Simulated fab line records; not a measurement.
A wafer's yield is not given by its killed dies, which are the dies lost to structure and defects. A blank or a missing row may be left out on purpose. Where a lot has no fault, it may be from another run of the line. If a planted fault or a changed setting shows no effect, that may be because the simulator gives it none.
Chamber matching :: flow gf180mcu :: GF_V2_ETCH_16 on rie_diel-04 has 4 sister chambers
The step etches BARC in N2/H2. 7 wafers are shown with their chamber, then 7 later ones without.

== EACH WAFER AND ITS CHAMBER ==
wafer: L776.4
chamber: 2
n2_flow_sccm (sccm): 100.48
oes_product_au (a.u.): 0.854

wafer: L783.3
chamber: 2
n2_flow_sccm (sccm): 100.46
oes_product_au (a.u.): 0.851

wafer: L785.4
chamber: 3
n2_flow_sccm (sccm): 99.91
oes_product_au (a.u.): 0.862

wafer: L785.5
chamber: 3
n2_flow_sccm (sccm): 99.76
oes_product_au (a.u.): 0.853

wafer: L785.6
chamber: 0
n2_flow_sccm (sccm): 100.39
oes_product_au (a.u.): 0.847

wafer: L786.1
chamber: 1
n2_flow_sccm (sccm): 100.54
oes_product_au (a.u.): 0.842

wafer: L786.5
chamber: 1
n2_flow_sccm (sccm): 100.09
oes_product_au (a.u.): 0.859

== WAFERS MISSING THEIR CHAMBER ==
wafer: L786.6
n2_flow_sccm (sccm): 99.91
oes_product_au (a.u.): 0.857

wafer: L787.1
n2_flow_sccm (sccm): 100.38
oes_product_au (a.u.): 0.860

wafer: L787.2
n2_flow_sccm (sccm): 100.13
oes_product_au (a.u.): 0.859

wafer: L787.4
n2_flow_sccm (sccm): 99.13
oes_product_au (a.u.): 0.856

wafer: L796.2
n2_flow_sccm (sccm): 100.21
oes_product_au (a.u.): 0.847

wafer: L796.5
n2_flow_sccm (sccm): 100.36
oes_product_au (a.u.): 0.859

wafer: L796.6
n2_flow_sccm (sccm): 100.49
oes_product_au (a.u.): 0.853

== CHAMBER TAKEN BY EACH ==
wafer: L786.6
from the rows above: can't be placed: 3 or 1
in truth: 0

wafer: L787.1
from the rows above: can't be placed: 2 or 1 or 0 or 3
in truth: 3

wafer: L787.2
from the rows above: can't be placed: 1 or 3 or 2 or 0
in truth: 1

wafer: L787.4
from the rows above: 3
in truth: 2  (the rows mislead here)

wafer: L796.2
from the rows above: can't be placed: 1 or 0 or 2 or 3
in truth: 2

wafer: L796.5
from the rows above: can't be placed: 2 or 1 or 0 or 3
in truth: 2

wafer: L796.6
from the rows above: can't be placed: 2 or 0 or 1
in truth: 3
Correctly placed: 0 of 7. Not placeable from these rows: 6 (in 4, the candidates include the true chamber). Wrongly placed: 1.
How it was worked out, from the rows above alone: a wafer's distance from a chamber is the root of the sum, over the readings, of the square of ((its reading less the chamber's mean) divided by the reading's scatter). The wafer belongs to the nearest chamber; if the next one is less than 2 further off, it can't be placed. For every chamber, the mean is computed from those of its wafers that are shown. The scatter is the square root of a quotient: the sum, over the shown wafers, of each reading's squared deviation from its chamber's mean, divided by wafers minus chambers.
